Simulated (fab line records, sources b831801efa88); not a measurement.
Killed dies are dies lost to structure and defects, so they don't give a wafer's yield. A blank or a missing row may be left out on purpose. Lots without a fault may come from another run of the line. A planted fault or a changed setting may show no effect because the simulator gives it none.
fab line records | flow sky130 | part 2 of 2: steps 44 to 44 of 44
record lots=6 wafers=18 last_day=50
route steps=708 shown VIA3@588 METAL4@598 CAP2M@603 PAD_OPEN@708
lots that met no fault: from a run of the same line without faults
start_h: hours from the record's first day to the start of the lot's first wafer shown | wait_h: hours since the lot's step before | " the same as in the row above | L1.1+2: a row that stands for several wafers | - no value, or no start given | * or withheld: withheld | < > ~ a bound
route shown NAME@n: a module of which the file shows steps, and the number in the route of the first | usual: mean/standard deviation of fault-free wafers | same: alike in all rows | chamber/n: place in a boat | sites: the reading at each site | _std_site: their standard deviation | _edge_site: outer sites' mean less inner sites' | radius_mm: how far each site lies from the wafer's centre | mask NAME#n: copy n | behind: the tool/chamber that last shaped the wafer | hold: why the lot was held/for how many hours/how that ended | device: the transistor (n, p or np) that didn't switch | end of line: the same wafers' tests at the end of the route | a step without rows: its recipe alone | killed: dies lost to structure and defects at the first sort, not the wafer's yield | map: a wafer's dies, x killed, . not, _ none there
set.NAME: the setting as run; set.NAME@STEP: as run at that earlier step | model.NAME: the simulator's own value behind a step, which no gauge read
lots at some steps of the route; a table a step, a row a wafer
services: from which hour (start_h, from the record's first day; less than 0 if before it) a tool's chamber was out of use, for how many hours, and why
## steps
# step SKY_PAD_OPEN_PROBE_99
# usual defect_limited_yield=82.4/2.1 killed_at_M0_to_M3=44/7 killed_at_M4_up=3.0/1.9 killed_at_contacts=24/5.4 killed_at_front_end=15/4.6 killed_at_other=0.3/0.5 killed_dies=87/10 killed_open=47/7 killed_short=40/6.2 sort_bin_3_pad_short=0.9/0.5 sort_bin_5_function=10.4/1.4 sort_bin_6_memory=6.3/1.2 sort_n_pass=405/10 sort_yield_pct=82.4/2.1
# same gross_dies=492 killed_at_back_side=0 sort_bin_4_leakage[%]=0 sort_bin_8_speed[%]=0
# columns lot.wafer tool chamber start_h wait_h defect_limited_yield[%] killed_at_M0_to_M3 killed_at_M4_up killed_at_contacts killed_at_front_end killed_at_other killed_dies killed_open killed_short sort_bin_3_pad_short[%] sort_bin_5_function[%] sort_bin_6_memory[%] sort_n_pass sort_yield_pct[%] model.etest.met4.line_ohm_um model.etest.via4_chain.rc_ohm model.etest.met4.rs_ohm_sq
L782.1 prober-02 - 1109.01 0.1 85.4 45 1 13 13 0 72 34 38 1.2 8.1 5.3 420 85.4 0.1418 0.7884 0.0429
L782.3 prober-02 - 1109.11 0.2 83.3 42 5 22 13 0 82 44 38 0.2 9.8 6.7 410 83.3 0.14 0.8001 0.04303
L782.4 prober-02 - 1109.16 0.2 83.9 44 1 26 8 0 79 41 38 0.6 10.6 4.9 413 83.9 0.14 0.7847 0.04279
L789.2 prober-02 - 1131.10 0.1 82.5 44 1 24 17 0 86 51 35 0.6 9.8 7.1 406 82.5 0.2098 0.8409 0.06199
L789.5 prober-02 - 1131.25 0.2 81.3 48 6 24 14 0 92 47 45 1.2 9.3 8.1 400 81.3 0.2046 0.838 0.06112
L789.6 prober-02 - 1131.30 0.2 81.7 36 1 34 18 1 90 51 39 2.2 10.6 5.5 402 81.7 0.2062 0.8676 0.06199
L791.1 prober-01 - 1145.10 0.1 83.9 42 3 24 9 1 79 45 34 1.2 10.2 4.7 413 83.9 0.207 0.8945 0.06124
L791.3 prober-01 - 1145.20 0.2 79.7 45 8 37 10 0 100 57 43 1.4 12.0 6.9 392 79.7 0.2073 0.8344 0.0614
L791.4 prober-01 - 1145.25 0.2 76.0 56 2 44 16 0 118 75 43 1.0 14.0 8.9 374 76.0 0.2069 0.8294 0.06167
L792.2 prober-02 - 1151.86 0.1 83.5 50 1 14 16 0 81 39 42 1.8 8.9 5.7 411 83.5 0.1422 0.8039 0.0428
L792.4 prober-02 - 1151.96 0.2 78.3 59 6 16 26 0 107 55 52 1.2 11.8 8.7 385 78.3 0.1375 0.7916 0.04192
L792.6 prober-02 - 1152.06 0.2 82.3 33 5 28 21 0 87 49 38 1.4 10.2 6.1 405 82.3 0.1409 0.8125 0.04247
L797.1 prober-02 - 1180.30 0.1 81.9 52 2 24 11 0 89 49 40 1.4 11.0 5.7 403 81.9 0.1405 0.8167 0.04233
L797.2 prober-02 - 1180.35 0.1 83.1 40 2 29 11 1 83 51 32 0.2 9.6 7.1 409 83.1 0.1406 0.8167 0.04262
L797.5 prober-02 - 1180.50 0.2 80.9 53 4 24 11 2 94 52 42 0.6 11.6 6.9 398 80.9 0.1414 0.7896 0.04212
L801.1 prober-02 - 1197.22 0.1 77.4 58 8 33 11 1 111 52 59 1.0 13.2 8.3 381 77.4 0.1442 0.776 0.04301
L801.4 prober-02 - 1197.37 0.2 82.3 43 0 21 23 0 87 41 46 1.0 10.4 6.3 405 82.3 0.144 0.7809 0.04329
L801.5 prober-02 - 1197.42 0.2 83.1 51 1 19 12 0 83 46 37 1.0 11.2 4.7 409 83.1 0.1387 0.7637 0.04259
# killed by level:class
L782.1 VIA1:geometric_particle:short=10 VIA1:geometric_particle:open=9 METAL1:geometric_particle:short=7 CONTACT:geometric_particle:open=5 VIA2:geometric_particle:open=5 VIA3:geometric_particle:short=5 FIELD_ISO:geometric_particle:open=4 FIELD_ISO:geometric_particle:short=4
L782.3 VIA1:geometric_particle:open=14 CONTACT:geometric_particle:open=8 METAL1:geometric_particle:short=7 FIELD_ISO:geometric_particle:short=5 LOCAL_INTERCONNECT:geometric_particle:short=5 VIA2:geometric_particle:open=5 LI_CONTACT:geometric_particle:open=4 CONTACT:geometric_particle:short=3
L782.4 VIA1:geometric_particle:open=10 CONTACT:geometric_particle:open=9 LI_CONTACT:geometric_particle:open=8 METAL3:geometric_particle:short=7 METAL1:geometric_particle:short=6 METAL2:geometric_particle:short=5 LOCAL_INTERCONNECT:geometric_particle:short=4 LI_CONTACT:geometric_particle:short=3
L789.2 VIA1:geometric_particle:open=13 VIA3:geometric_particle:open=8 CONTACT:geometric_particle:open=7 VIA1:geometric_particle:short=6 FIELD_ISO:geometric_particle:open=5 VIA2:geometric_particle:open=5 LOCAL_INTERCONNECT:geometric_particle:short=5 POLY_GATE:geometric_particle:open=4
L789.5 VIA1:geometric_particle:open=16 CONTACT:geometric_particle:open=8 VIA1:geometric_particle:short=8 METAL2:geometric_particle:short=6 POLY_GATE:geometric_particle:short=5 LOCAL_INTERCONNECT:geometric_particle:short=5 LI_CONTACT:geometric_particle:open=4 VIA2:geometric_particle:short=4
L789.6 CONTACT:geometric_particle:open=18 VIA1:geometric_particle:open=11 FIELD_ISO:geometric_particle:short=8 LI_CONTACT:geometric_particle:open=6 CONTACT:geometric_particle:short=6 VIA1:geometric_particle:short=5 FIELD_ISO:geometric_particle:open=4 VIA3:geometric_particle:open=4
L791.1 CONTACT:geometric_particle:open=12 VIA3:geometric_particle:open=8 VIA1:geometric_particle:open=7 VIA2:geometric_particle:open=6 LOCAL_INTERCONNECT:geometric_particle:short=5 METAL1:geometric_particle:short=5 METAL1:geometric_particle:open=4 METAL2:geometric_particle:short=4
L791.3 CONTACT:geometric_particle:open=16 CONTACT:geometric_particle:short=9 VIA1:geometric_particle:open=8 LI_CONTACT:geometric_particle:open=8 METAL1:geometric_particle:short=8 METAL4:geometric_particle:short=6 VIA3:geometric_particle:open=6 VIA3:geometric_particle:short=5
L791.4 VIA1:geometric_particle:open=20 CONTACT:geometric_particle:open=15 CONTACT:geometric_particle:short=12 LI_CONTACT:geometric_particle:open=11 FIELD_ISO:geometric_particle:open=7 VIA2:geometric_particle:open=7 VIA3:geometric_particle:open=7 METAL1:geometric_particle:short=6
L792.2 VIA1:geometric_particle:open=9 METAL1:geometric_particle:short=8 FIELD_ISO:geometric_particle:short=7 VIA3:geometric_particle:open=7 LI_CONTACT:geometric_particle:open=6 VIA1:geometric_particle:short=6 VIA2:geometric_particle:open=6 POLY_GATE:geometric_particle:short=4
L792.4 POLY_GATE:geometric_particle:open=15 VIA1:geometric_particle:open=15 METAL1:geometric_particle:short=10 VIA3:geometric_particle:short=7 METAL2:geometric_particle:short=7 VIA3:geometric_particle:open=6 POLY_GATE:geometric_particle:short=5 LI_CONTACT:geometric_particle:open=5
L792.6 VIA1:geometric_particle:open=12 CONTACT:geometric_particle:open=8 LI_CONTACT:geometric_particle:open=7 LOCAL_INTERCONNECT:geometric_particle:short=7 FIELD_ISO:geometric_particle:short=6 POLY_GATE:geometric_particle:open=6 VIA1:geometric_particle:short=5 FIELD_ISO:geometric_particle:open=4
L797.1 VIA1:geometric_particle:open=11 METAL2:geometric_particle:short=11 LI_CONTACT:geometric_particle:open=8 METAL1:geometric_particle:short=7 VIA2:geometric_particle:open=7 CONTACT:geometric_particle:short=6 CONTACT:geometric_particle:open=6 FIELD_ISO:geometric_particle:short=4
L797.2 LI_CONTACT:geometric_particle:open=11 VIA3:geometric_particle:open=10 CONTACT:geometric_particle:open=7 METAL1:geometric_particle:short=6 VIA1:geometric_particle:open=6 METAL2:geometric_particle:open=5 VIA2:geometric_particle:open=5 LOCAL_INTERCONNECT:geometric_particle:short=4
L797.5 VIA1:geometric_particle:open=14 CONTACT:geometric_particle:open=11 VIA1:geometric_particle:short=7 VIA3:geometric_particle:open=6 METAL1:geometric_particle:short=6 VIA2:geometric_particle:open=6 LI_CONTACT:geometric_particle:open=5 METAL2:geometric_particle:short=5
L801.1 VIA1:geometric_particle:open=13 METAL2:geometric_particle:short=13 LI_CONTACT:geometric_particle:open=12 CONTACT:geometric_particle:short=9 CONTACT:geometric_particle:open=8 VIA1:geometric_particle:short=8 METAL4:geometric_particle:short=6 FIELD_ISO:geometric_particle:short=4
L801.4 VIA1:geometric_particle:open=9 FIELD_ISO:geometric_particle:short=7 CONTACT:geometric_particle:open=7 POLY_GATE:geometric_particle:short=5 METAL2:geometric_particle:short=5 VIA3:geometric_particle:short=5 FIELD_ISO:geometric_particle:open=4 POLY_GATE:geometric_particle:open=4
L801.5 VIA1:geometric_particle:open=11 CONTACT:geometric_particle:open=9 VIA3:geometric_particle:open=6 METAL1:geometric_particle:short=6 VIA2:geometric_particle:open=6 LI_CONTACT:geometric_particle:open=5 METAL2:geometric_particle:short=5 FIELD_ISO:geometric_particle:open=4
## services
# columns tool chamber start_h hours kind
pecvd-04 - 949.98 2.9 repair
rie_metal-02 - 957.84 0.3 repair
cmp-01 - 972.43 1.9 repair
pvd_sputter-01 2 984.82 - consumable_replace:kit
pvd_sputter-01 2 984.82 18.0 scheduled_down
pvd_sputter-01 2 984.82 18.0 vent_cycle
pvd_sputter-03 - 991.75 2.1 repair
cmp-02 - 994.06 6.5 pm
pecvd-04 - 1004.99 0.4 repair
pvd_sputter-01 - 1008.20 1.7 repair
cmp-02 - 1008.70 4.6 pm
cmp-02 - 1031.77 11.5 pm
pvd_sputter-03 1 1042.97 - consumable_replace:kit
pvd_sputter-01 - 1070.65 1.8 repair
pecvd-04 - 1072.89 1.3 repair
cmp-01 - 1084.28 4.0 pm
rie_metal-02 - 1088.93 4.3 pm
pecvd-01 0 1095.33 2.6 repair
cmp-01 - 1103.02 0.5 repair
pvd_sputter-04 - 1107.82 2.6 repair
cmp-01 - 1113.44 0.3 repair
pvd_sputter-01 1 1115.37 - consumable_replace:kit
pvd_sputter-01 1 1115.37 18.0 scheduled_down
pvd_sputter-01 1 1115.37 18.0 vent_cycle
## key
first_sign step=SKY_METAL4_METAL_ETCH_18 reading=oes_product_au direction=down sigmas=21 usual=0.867 struck=0.739
effect none on later readings
model_effect step=SKY_METAL4_SPUTTER_02 value=AlCu_of_METAL4_SPUTTER_02.thk_nm without=735.6 struck=511.1
model_effect step=SKY_PAD_OPEN_PROBE_99 value=etest.met4.line_ohm_um without=0.1431 struck=0.207
met_at SKY_METAL4_SPUTTER_02
struck_wafers L789.2,L789.5,L789.6,L791.1,L791.3,L791.4
onset_between 971.31 998.05
also_fits SKY_METAL4_SPUTTER_00:pvd_sputter-01
fault kind=process_parameter_drift tool=pvd_sputter-01 chamber=- onset_h=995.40 steps=SKY_METAL4_SPUTTER_02 channel=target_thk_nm offset=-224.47 shape=step end_h=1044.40 acts_in=these_recipes_only stated=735
